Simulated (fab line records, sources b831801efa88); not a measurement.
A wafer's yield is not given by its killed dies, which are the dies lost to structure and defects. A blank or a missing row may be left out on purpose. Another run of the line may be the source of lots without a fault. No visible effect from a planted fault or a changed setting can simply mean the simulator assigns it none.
One fault through the eyes of 2 desks / flow sky130 / every desk sees just its own numbers, and what lay behind them comes last

## METROLOGY DESK
What the gauges read, lot by lot, whatever tool the lot ran on: means of the sampled wafers that have a number. If a lot's mean is further than 4 standard deviations from the usual mean, the lot is out of limits and carries the mark OUT (the distance appears in the brackets).
Columns: A = METAL2_ALCU_THK at SKY_METAL2_THK_MEAS_06, usual 248.3 nm; B = VIA2_OVL at SKY_VIA2_OVL_MEAS_13, usual 1 nm
lot=L849; first seen here=day 33 13:55; A=249.5; B=3
lot=L851; first seen here=day 34 23:41; A=249.2; B=2
lot=L852; first seen here=day 35 05:13; A=248.8; B=-1
lot=L853; first seen here=day 35 07:54; A=249.4; B=6
lot=L854; first seen here=day 35 16:41; A=245.7; B=-0
lot=L855; first seen here=day 36 05:22; A=248.0; B=-2
lot=L856; first seen here=day 36 12:31; A=248.1; B=8
lot=L857; first seen here=day 36 18:59; A=250.3; B=-8
lot=L858; first seen here=day 36 21:43; A=245.3; B=-7
lot=L861; first seen here=day 37 16:15; A=246.9; B=-2
lot=L862; first seen here=day 38 05:32; A=249.0; B=4
lot=L863; first seen here=day 38 07:44; A=246.7; B=-1
lot=L867; first seen here=day 39 19:20; A=250.2; B=10
This desk's verdict: no lot among the 13 shows anything out of limits.

## DESK OF THE TOOL OWNER: litho-track-01
At SKY_VIA2_SOFTBAKE_08 (time 90 s), the tool's own readings, given per lot that ran on this tool as the mean of the sampled wafers with a number. If a lot's mean is further than 4 standard deviations from the usual mean, the lot is out of limits and carries the mark OUT (the distance appears in the brackets).
Columns: A = chill-plate-temp-C at SKY_VIA2_SOFTBAKE_08, usual 22.98 C; B = heater-power-total-W at SKY_VIA2_SOFTBAKE_08, usual 57.36 W; C = run-length-s at SKY_VIA2_SOFTBAKE_08, usual 119.15 s
lot=L855; first seen here=day 37 20:00; A=22.91; B=57.53; C=119.27
lot=L858; first seen here=day 38 13:00; A=23.11; B=57.46; C=119.36
lot=L861; first seen here=day 39 07:00; A=23.00; B=57.35; C=119.31
lot=L862; first seen here=day 39 20:00; A=22.90; B=57.34; C=119.30
lot=L867; first seen here=day 41 09:00; A=22.95; B=68.56 (+86) OUT; C=90.88 (-99 or more) OUT
This desk's verdict: out of limits on L867, starting with L867 at day 41 09:00 (heater-power-total-W at SKY_VIA2_SOFTBAKE_08). Within limits: L855, L858, L861, L862.

## BROUGHT TOGETHER
The tool owner's desk could have raised an alarm at day 41 09:00, on L867.
The metrology desk saw nothing out of limits.
The metrology desk holds a record of L867, inside its limits.
All the named lots went through SKY_VIA2_SOFTBAKE_08 on litho-track-01.

## WHAT THE SIMULATOR HAD PUT IN
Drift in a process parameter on litho-track-01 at SKY_VIA2_SOFTBAKE_08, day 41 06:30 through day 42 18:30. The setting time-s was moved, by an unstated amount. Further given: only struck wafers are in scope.
Lots struck among those shown: L867.
Delay in hours, fault start to first out-of-limits reading, by desk: the tool owner's desk at 2.
